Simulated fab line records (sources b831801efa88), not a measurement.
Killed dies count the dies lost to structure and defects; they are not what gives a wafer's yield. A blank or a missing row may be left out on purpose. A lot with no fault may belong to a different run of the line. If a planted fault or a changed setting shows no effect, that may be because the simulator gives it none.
Lot-split experiment | flow sky130 | 23 wafers read from 5 lots, route of 708 steps

## THE SPLIT
At SKY_METAL3_SPUTTER_00 (material Ti, target thk 15 nm, time 10 s), the setting time-s was moved away from the recipe's 10 s on 8 of the 23 wafers read, by -13.9% to -5.1%. All remaining wafers had this setting at the recipe value.

The split's own step is where the reading is taken.

## THE READING
Ti_of_METAL3_SPUTTER_00.thk-nm (the simulator's own value, which no gauge read), in nm, at SKY_METAL3_SPUTTER_00 (material Ti, target thk 15 nm, time 10 s). No usual value for it is given in the file. Average 15.14 nm, standard deviation 0.19 nm, over the 15 wafers here run with the recipe.

wafer  | tool, chamber at the split | time-s as run, s | against the recipe | Ti_of_METAL3_SPUTTER_00.thk-nm, nm | against lot-mates on the recipe
L076.2 | pvd-sputter-02, -          | 10               | recipe             | 15.25                              | -
L076.3 | pvd-sputter-02, -          | 10               | recipe             | 15.12                              | -
L076.4 | pvd-sputter-02, -          | 10               | recipe             | 15                                 | -
L076.5 | pvd-sputter-02, -          | 10               | recipe             | 14.84                              | -
L076.6 | pvd-sputter-02, -          | 10               | recipe             | 14.82                              | -
L080.1 | pvd-sputter-02, -          | 8.619            | -13.8%             | 13.18                              | -1.94
L080.3 | pvd-sputter-02, -          | 10               | recipe             | 15.07                              | -
L080.4 | pvd-sputter-02, -          | 8.619            | -13.8%             | 13.13                              | -1.99
L080.5 | pvd-sputter-02, -          | 10               | recipe             | 15.05                              | -
L080.6 | pvd-sputter-02, -          | 10               | recipe             | 15.25                              | -
L081.1 | pvd-sputter-03, -          | 10               | recipe             | 15.14                              | -
L081.2 | pvd-sputter-03, -          | 9.487            | -5.1%              | 14.5                               | -0.78
L081.3 | pvd-sputter-03, -          | 9.487            | -5.1%              | 14.68                              | -0.60
L081.4 | pvd-sputter-03, -          | 10               | recipe             | 15.41                              | -
L081.6 | pvd-sputter-03, -          | 9.487            | -5.1%              | 14.48                              | -0.79
L082.1 | pvd-sputter-04, -          | 8.61             | -13.9%             | 13.23                              | -2.05
L082.2 | pvd-sputter-04, -          | 10               | recipe             | 15.32                              | -
L082.4 | pvd-sputter-04, -          | 8.61             | -13.9%             | 13.12                              | -2.16
L082.5 | pvd-sputter-04, -          | 8.61             | -13.9%             | 13.13                              | -2.15
L082.6 | pvd-sputter-04, -          | 10               | recipe             | 15.24                              | -
L084.3 | pvd-sputter-02, -          | 10               | recipe             | 15                                 | -
L084.5 | pvd-sputter-02, -          | 10               | recipe             | 15.01                              | -
L084.6 | pvd-sputter-02, -          | 10               | recipe             | 15.51                              | -

FIT RESULTS
A straight line over all 23 wafers: Ti_of_METAL3_SPUTTER_00.thk-nm changes by +0.142 nm for each +1% of time-s; r = +0.98; the points scatter about the line by 0.17 nm.
The same after taking each lot's own level away (the mean of its wafers on the recipe; 23 wafers): +0.148 nm for each +1%; r = +0.99; scatter 0.14 nm.
On that fit, the largest move of time-s shifts the reading by 2.1 nm.
Across the lots, their own levels run from 15.006 to 15.280 nm, a range of 1.4 times the standard deviation given above.
Consequently the slope shifts little with the lot-to-lot level, the two slopes agreeing.
Check: with one of the wafers moved furthest among these (-13.9%) left out of the fit, the line predicts -2.06 nm for it against its lot-mates. Against them it came out at -2.05 nm.

## THESE WAFERS: OTHER SPLITS
Other splits were also applied to these wafers ahead of the reading. Each is held against what the fit with the lots' levels taken away leaves over:
other split on the same wafers          | wafers away from the commonest value | r with Ti_of_METAL3_SPUTTER_00.thk-nm (lot level and that fit taken away)
SKY_VIA1_SPUTTER_20 chamber-pressure-pa | 15                                   | +0.17
SKY_VIA2_CMP_02 leave-above-ref-nm      | 7                                    | +0.11
SKY_VIA2_EXPOSE_09 dose-mj              | 12                                   | +0.08
SKY_VIA2_ETCH_15 bias-w                 | 6                                    | -0.27

## FILE'S OWN FIT
Ti_of_METAL3_SPUTTER_00.thk-nm changes by +0.147 nm for each +1% of time-s, r = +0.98.
